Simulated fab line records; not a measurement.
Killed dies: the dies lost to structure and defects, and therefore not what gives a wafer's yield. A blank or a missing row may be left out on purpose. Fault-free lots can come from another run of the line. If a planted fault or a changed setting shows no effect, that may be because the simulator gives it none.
Which of the tools did it? | flow sky130 | 18 wafers from 6 lots sampled at 3 of the route's 708 steps

WHAT THE GAUGES SHOWED, per wafer
SKY_LDD_HVN_TW_MEAS_10.
lot  | measured     | on            | LDD_HVN_TW
L584 | day 20 16:10 | film-metro-02 | 1429 1428 1429
L586 | day 21 12:40 | film-metro-03 | 1424 1421 1425
L592 | day 23 19:58 | film-metro-03 | 1302 1302 1295 1294 1301 1297
L597 | day 25 13:15 | film-metro-01 | 1454 1458 1459
L603 | day 27 17:29 | film-metro-01 | 1447 1447 1447
L606 | day 28 17:24 | film-metro-01 | 1469 1460 1467

TOOL THAT RAN EACH LOT (tool first, then ch and the chambers of the sampled wafers, then the start)
lot  | SKY_POLY_GATE_ETCH_16              | SKY_LDD_HVN_IMPLANT_08
L584 | rie-diel-03 ch 0,1,3, day 16 16:23 | implanter-01 ch 0, day 20 15:56
L586 | rie-diel-04 ch 0,1,3, day 17 11:54 | implanter-01 ch 0, day 21 12:27
L592 | rie-diel-03 ch 2,3, day 19 20:20   | implanter-04 ch 0, day 23 19:44
L597 | rie-diel-04 ch 0,2, day 21 16:02   | implanter-02 ch 0, day 25 13:00
L603 | rie-diel-03 ch 2,3, day 23 21:10   | implanter-02 ch 0, day 27 17:14
L606 | rie-diel-04 ch 2,3, day 24 22:35   | implanter-02 ch 0, day 28 17:09
- SKY_POLY_GATE_ETCH_16: etches Si3N4 in CH3F/O2, stops on poly-Si, time 147.5 s, target depth 75 nm.
- SKY_LDD_HVN_IMPLANT_08

THE ANSWER, worked out from the rows above alone
Rule: the lots themselves supply what counts as usual. The widest of any qualifying gaps counts: lots, ordered by their means at a reading, are off when they make up no more than a third of the lots, leave a main group of 4 or more, and stand apart from it by 3 or more times the standard deviation of that group's means. A main group is skipped when, at the precision printed for the reading in the tables above, its means are all equal. A lot without any number at a reading at which 4 lots or more have one is off too. All remaining lots with rows at the step are treated as sound.
Off: L592, seen at SKY_LDD_HVN_TW_MEAS_10 (LDD_HVN_TW). Main group: mean 1444, sd 16.
A tool fits if, at a process step before that reading, it ran every lot that is off, and no sound lot after the first of them. Those tools and the gauges at SKY_LDD_HVN_TW_MEAS_10 are tried in the same way. Undecided on this evidence; 2 tools fit (implanter-04 at SKY_LDD_HVN_IMPLANT_08, film-metro-03 at SKY_LDD_HVN_TW_MEAS_10).

WHAT WAS PUT IN BY THE SIMULATOR
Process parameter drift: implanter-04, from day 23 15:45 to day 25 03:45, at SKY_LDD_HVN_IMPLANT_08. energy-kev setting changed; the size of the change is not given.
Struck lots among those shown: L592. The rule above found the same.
